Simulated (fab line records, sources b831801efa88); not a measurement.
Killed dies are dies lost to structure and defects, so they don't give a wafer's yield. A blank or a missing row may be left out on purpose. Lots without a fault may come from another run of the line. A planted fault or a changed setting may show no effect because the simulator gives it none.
One fault seen from 2 desks | flow sky130 | each desk has only its own numbers; what lay behind them comes last

THE METROLOGY DESK
What the gauges read, lot by lot, whatever tool the lot ran on: means of the sampled wafers that have a number. A lot is out of limits, marked OUT, if its mean lies more than 4 standard deviations from the usual mean; the brackets give that distance.
Columns: A = VIA1_W_THK at SKY_VIA1_THK_MEAS_23, usual 274 nm
lot  | first seen here | A
L558 | day 33 10:17    | 270
L560 | day 33 20:48    | 275
L561 | day 34 17:13    | 273
L565 | day 36 03:40    | 271
L571 | day 37 21:28    | 272
L574 | day 39 16:22    | 279
L576 | day 40 03:17    | 274
L577 | day 40 07:44    | 272
L579 | day 40 22:11    | 274
L578 | day 40 22:28    | 278
L580 | day 40 23:26    | 276
L581 | day 42 12:26    | 268
This desk's finding: nothing out of limits on any of the 12 lots.

THE TOOL OWNER'S DESK: cmp-01
The tool's own readings at SKY_VIA2_CMP_02 (polishes SiO2): means of the sampled wafers that have a number, for each lot that ran on this tool. A lot is out of limits, marked OUT, if its mean lies more than 4 standard deviations from the usual mean; the brackets give that distance.
Columns: A = motor_current_A at SKY_VIA2_CMP_02, usual 11.8 A; B = platen_rpm at SKY_VIA2_CMP_02, usual 60.00 rpm; C = retaining_ring_pressure_frac at SKY_VIA2_CMP_02, usual 1.000
lot  | first seen here | A    | B               | C
L558 | day 34 14:56    | 12.4 | 59.97           | 0.999
L561 | day 35 22:34    | 10.9 | 59.99           | 1.000
L565 | day 37 07:23    | 11.7 | 62.02 (+53) OUT | 0.999
L577 | day 41 10:05    | 11.6 | 60.03           | 1.006
L579 | day 42 00:40    | 11.9 | 60.01           | 1.000
L578 | day 42 00:49    | 11.9 | 60.00           | 1.002
L580 | day 42 01:38    | 12.8 | 60.02           | 1.002
This desk's finding: out of limits on L565; first on L565, day 37 07:23 (platen_rpm at SKY_VIA2_CMP_02). In limits: L558, L561, L577, L579, L578, L580.

PUT TOGETHER
The tool owner's desk could have raised an alarm at day 37 07:23, on L565.
The metrology desk saw nothing out of limits.
The metrology desk has L565 on record, within its limits.
Of the lots named, all ran SKY_VIA2_CMP_02 on cmp-01.

WHAT THE SIMULATOR HAD PUT IN
Process parameter drift: cmp-01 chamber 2, from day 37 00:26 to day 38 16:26, at SKY_VIA2_CMP_02. Setting platen_rpm, moved by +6, from 60. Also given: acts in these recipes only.
Lots struck among those shown: L565.
Hours from the fault's start to each desk's first reading out of limits: the tool owner's desk, 7.
